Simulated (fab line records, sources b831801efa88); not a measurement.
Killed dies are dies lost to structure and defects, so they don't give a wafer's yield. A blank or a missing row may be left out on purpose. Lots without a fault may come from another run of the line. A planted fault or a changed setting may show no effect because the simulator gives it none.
One fault seen from 2 desks | flow sky130 | each desk has only its own numbers; what lay behind them comes last

THE TOOL OWNER'S DESK: litho_track-04
The tool's own readings at SKY_LDD_N_SOFTBAKE_03 (time 60 s): means of the sampled wafers that have a number, for each lot that ran on this tool. A lot is out of limits, marked OUT, if its mean lies more than 4 standard deviations from the usual mean; the brackets give that distance.
Columns: A = run_length_s at SKY_LDD_N_SOFTBAKE_03, usual 88.94 s
lot  | first seen here | A
L122 | day 17 13:10    | 88.89
L123 | day 17 23:51    | 88.81
L130 | day 20 05:58    | 89.97 (+6.9) OUT
L131 | day 20 16:24    | 91.09 (+14) OUT
L133 | day 21 07:37    | 89.97 (+6.9) OUT
L144 | day 25 01:43    | 89.00
This desk's finding: out of limits on L130, L131, L133; first on L130, day 20 05:58 (run_length_s at SKY_LDD_N_SOFTBAKE_03). In limits: L122, L123, L144.

THE METROLOGY DESK
What the gauges read, lot by lot, whatever tool the lot ran on: means of the sampled wafers that have a number. A lot is out of limits, marked OUT, if its mean lies more than 4 standard deviations from the usual mean; the brackets give that distance.
Columns: A = SONOS_ONO_OXIDATION_THK at SKY_SONOS_ONO_THK_MEAS_01, usual 2.60 nm; B = SONOS_ONO_CVD_02_THK at SKY_SONOS_ONO_THK_MEAS_03, usual 10.52 nm; C = SONOS_ONO_CVD_04_THK at SKY_SONOS_ONO_THK_MEAS_05, usual 5.75 nm
lot  | first seen here | A    | B     | C
L122 | day 11 19:55    | 2.59 | 10.67 | 5.82
L123 | day 12 08:32    | 2.56 | 10.64 | 5.97
L130 | day 14 04:25    | 2.59 | 10.57 | 5.67
L131 | day 14 12:02    | 2.59 | 10.53 | 5.78
L133 | day 15 02:25    | 2.59 | 10.38 | 5.95
L135 | day 15 17:32    | 2.66 | 10.47 | 5.75
L139 | day 17 00:33    | 2.59 | 10.51 | 5.58
L140 | day 17 12:23    | 2.59 | 10.72 | 5.54
L141 | day 17 15:00    | 2.54 | 10.46 | 5.85
L142 | day 18 02:13    | 2.61 | 10.67 | 5.67
L143 | day 18 12:57    | 2.64 | 10.38 | 5.64
L144 | day 18 17:39    | 2.59 | 10.41 | 5.59
L145 | day 18 21:56    | 2.69 | 10.65 | 5.69
This desk's finding: nothing out of limits on any of the 13 lots.

PUT TOGETHER
The tool owner's desk could have raised an alarm at day 20 05:58, on L130, L131, L133.
The metrology desk saw nothing out of limits.
The metrology desk has L130, L131, L133 on record, within its limits.
Of the lots named, all ran SKY_LDD_N_SOFTBAKE_03 on litho_track-04.

WHAT THE SIMULATOR HAD PUT IN
Process parameter drift: litho_track-04, from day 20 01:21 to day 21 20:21, at SKY_LDD_N_SOFTBAKE_03. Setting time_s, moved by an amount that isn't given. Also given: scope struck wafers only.
Lots struck among those shown: L130, L131, L133.
Hours from the fault's start to each desk's first reading out of limits: the tool owner's desk, 5.
